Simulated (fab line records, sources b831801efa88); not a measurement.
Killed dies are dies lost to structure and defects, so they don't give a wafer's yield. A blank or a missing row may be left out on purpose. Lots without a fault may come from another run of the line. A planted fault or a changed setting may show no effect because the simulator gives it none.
Which tool did it? | flow sky130 | 14 lots, 42 wafers sampled, at 4 steps of a route of 708

WHAT THE GAUGES READ, wafer by wafer
SKY_NWELL_TW_MEAS_26. Usual: NWELL_2_TW 500, standard deviation 3.8.
lot  | measured     | on            | NWELL_2_TW  | flag
L726 | day 5 12:52  | film_metro-04 | 495 497 497 |
L728 | day 6 01:01  | film_metro-03 | 498 500 500 |
L730 | day 6 10:49  | film_metro-03 | 499 497 503 |
L732 | day 6 23:31  | film_metro-02 | 504 501 502 |
L733 | day 7 01:09  | film_metro-02 | 506 507 505 |
L734 | day 7 10:33  | film_metro-04 | 496 499 497 |
L735 | day 7 14:34  | film_metro-02 | 505 508 505 |
L736 | day 7 19:23  | film_metro-02 | 505 505 506 |
L737 | day 7 23:07  | film_metro-04 | 499 498 495 |
L738 | day 8 08:37  | film_metro-04 | 499 499 500 |
L742 | day 9 13:55  | film_metro-04 | 498 496 496 |
L743 | day 9 17:46  | film_metro-04 | 496 495 497 |
L746 | day 10 10:13 | film_metro-02 | 503 502 504 |
L748 | day 11 06:25 | film_metro-04 | 498 498 502 |

SKY_VT_ADJUST_LVTN_OVL_MEAS_07. Usual: VT_ADJUST_LVTN_OVL 0.3 nm, standard deviation 1.5.
lot  | measured     | on         | VT_ADJUST_LVTN_OVL (nm) | flag
L726 | day 7 02:44  | overlay-02 | 1.5 -1.0 -1.6           |
L728 | day 7 15:49  | overlay-02 | 1.1 1.9 0.8             |
L730 | day 8 01:49  | overlay-01 | 0.7 1.9 0.1             |
L732 | day 8 15:25  | overlay-02 | 2.5 4.7 0.9             |
L733 | day 8 17:35  | overlay-01 | -1.4 -0.1 -2.4          |
L734 | day 9 02:56  | overlay-01 | -2.1 -3.2 -0.2          |
L735 | day 9 07:26  | overlay-01 | 2.3 1.3 2.3             |
L736 | day 9 13:17  | overlay-02 | -0.7 -1.0 0.0           |
L737 | day 9 17:43  | overlay-02 | 0.5 1.0 1.3             |
L738 | day 10 03:19 | overlay-02 | 2.8 2.4 -0.2            |
L742 | day 11 13:22 | overlay-02 | 4.6 2.9 2.4             |
L743 | day 11 16:28 | overlay-02 | 0.3 -1.1 -0.2           |
L746 | day 12 09:29 | overlay-02 | 1.2 0.9 1.2             |
L748 | day 13 07:37 | overlay-02 | -2.3 0.5 1.3            |

SKY_VT_ADJUST_PCH_OVL_MEAS_07. Usual: VT_ADJUST_PCH_OVL 1.0 nm, standard deviation 1.7.
lot  | measured     | on         | VT_ADJUST_PCH_OVL (nm) | flag
L726 | day 10 15:44 | overlay-02 | 2.6 2.2 3.0            |
L728 | day 11 07:07 | overlay-02 | 2.8 1.4 3.2            |
L730 | day 11 19:22 | overlay-02 | 1.8 3.0 1.7            |
L732 | day 12 10:40 | overlay-02 | 4.1 2.0 3.6            |
L733 | day 12 14:08 | overlay-02 | 2.5 3.2 3.3            |
L734 | day 13 00:32 | overlay-02 | 1.0 0.0 -0.5           |
L735 | day 13 05:40 | overlay-01 | -0.3 2.1 -0.3          |
L736 | day 13 12:47 | overlay-02 | -0.5 0.3 -3.5          |
L737 | day 13 17:34 | overlay-01 | -1.4 1.1 -1.0          |
L738 | day 14 05:13 | overlay-02 | 2.6 1.9 1.6            |
L742 | day 15 20:34 | overlay-01 | -1.5 -1.6 -1.9         |
L743 | day 15 23:19 | overlay-01 | 2.7 3.7 0.8            |
L746 | day 16 19:37 | overlay-01 | 1.2 1.5 0.1            |
L748 | day 17 22:01 | overlay-02 | 1.9 1.6 2.0            |

WHICH TOOL RAN EACH LOT (tool, then ch and the chambers of the sampled wafers, then the start)
lot  | SKY_FIELD_ISO_ETCH_17
L726 | rie_si-02 ch 1,2,3, day 2 04:53
L728 | rie_si-02 ch 0,1,2, day 2 14:56
L730 | rie_si-01 ch 0,1,3, day 3 02:35
L732 | rie_si-02 ch 0,3, day 3 17:26
L733 | rie_si-01 ch 2,3, day 3 18:23
L734 | rie_si-01 ch 0,1,2, day 4 01:14
L735 | rie_si-02 ch 1,2,3, day 4 05:35
L736 | rie_si-01 ch 0,1, day 4 10:14
L737 | rie_si-01 ch 0,2,3, day 4 14:56
L738 | rie_si-01 ch 1,2,3, day 4 21:50
L742 | rie_si-02 ch 0,1,2, day 5 16:32
L743 | rie_si-01 ch 0,1,3, day 5 21:44
L746 | rie_si-02 ch 0,2,3, day 6 15:05
L748 | rie_si-02 ch 1,2,3, day 7 02:02
- SKY_FIELD_ISO_ETCH_17: etches Si in HBr/Cl2/O2, target depth 342 nm, time 97.7 s.

WHAT THE TOOLS THEMSELVES READ (means of the sampled wafers that have a number; where no wafer has one, the mark that the record gives instead)
SKY_FIELD_ISO_ETCH_17. Usual: drypump_motor_current_A 5.7 A, standard deviation 0.43; oes_product_au 0.999 a.u., standard deviation 0.0085; rf_fwd_power_W 596.3 W, standard deviation 2.3; throttle_valve_pct 25.656 %, standard deviation 0.0094.
lot  | tool      | drypump_motor_current_A (A) | oes_product_au (a.u.) | rf_fwd_power_W (W) | throttle_valve_pct (%) | flag
L726 | rie_si-02 | 5.7                         | 1.005                 | 596.0              | 25.648                 |
L728 | rie_si-02 | 5.9                         | 0.992                 | 595.3              | 25.655                 |
L730 | rie_si-01 | 5.7                         | 0.991                 | 594.9              | 25.660                 |
L732 | rie_si-02 | 6.2                         | 1.008                 | 598.5              | 25.650                 |
L733 | rie_si-01 | 5.6                         | 1.009                 | 597.0              | 25.647                 |
L734 | rie_si-01 | 5.4                         | 1.001                 | 594.8              | 25.652                 |
L735 | rie_si-02 | 5.7                         | 0.999                 | 598.1              | 25.648                 |
L736 | rie_si-01 | 5.3                         | 0.987                 | 594.9              | 25.657                 |
L737 | rie_si-01 | 5.5                         | 1.004                 | 597.5              | 25.654                 |
L738 | rie_si-01 | 5.9                         | 0.947                 | 501.7              | 25.689                 | OFF
L742 | rie_si-02 | 5.9                         | 1.004                 | 596.1              | 25.664                 |
L743 | rie_si-01 | 5.7                         | 0.950                 | 499.0              | 25.687                 | OFF
L746 | rie_si-02 | 6.0                         | 0.996                 | 595.8              | 25.652                 |
L748 | rie_si-02 | 5.8                         | 0.997                 | 595.8              | 25.666                 |

THE ANSWER, worked out from the rows above alone
Rule: a lot is off if the mean of its wafers that have a number lies more than 3 standard deviations from the usual mean. A lot without any number at a reading at which 4 lots or more have one is off too. The other lots that the step has rows for count as sound. The gauges are gone through in route order, then the tools' own readings, and for those a lot's mean is taken as printed above. The first step at which some lot is off is used, and at that step the reading that is off furthest; a lot without a number counts as furthest.
Off: L738, L743, at SKY_FIELD_ISO_ETCH_17 (rf_fwd_power_W).
A tool fits if, at that step or a process step before it, it ran every lot that is off, and no sound lot after the first of them. One fits: rie_si-01 at SKY_FIELD_ISO_ETCH_17. Its last sound lot is L737 (day 4 14:56), its first lot that is off L738 (day 4 21:50): a fault that began between those two fits.
The tool's own readings at SKY_FIELD_ISO_ETCH_17 bear it out: on the lots that are off they differ by more than 5 times the standard deviation of the sound lots' means. oes_product_au reads 0.948 a.u. there against 0.999 a.u. on the sound lots; rf_fwd_power_W reads 500.4 W there against 596.2 W on the sound lots; throttle_valve_pct reads 25.688 % there against 25.654 % on the sound lots.

WHAT THE SIMULATOR HAD PUT IN
Process parameter drift: rie_si-01, from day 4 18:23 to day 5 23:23, at SKY_FIELD_ISO_ETCH_17. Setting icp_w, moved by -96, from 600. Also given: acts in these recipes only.
Lots struck among those shown: L738, L743. The rule above found the same.
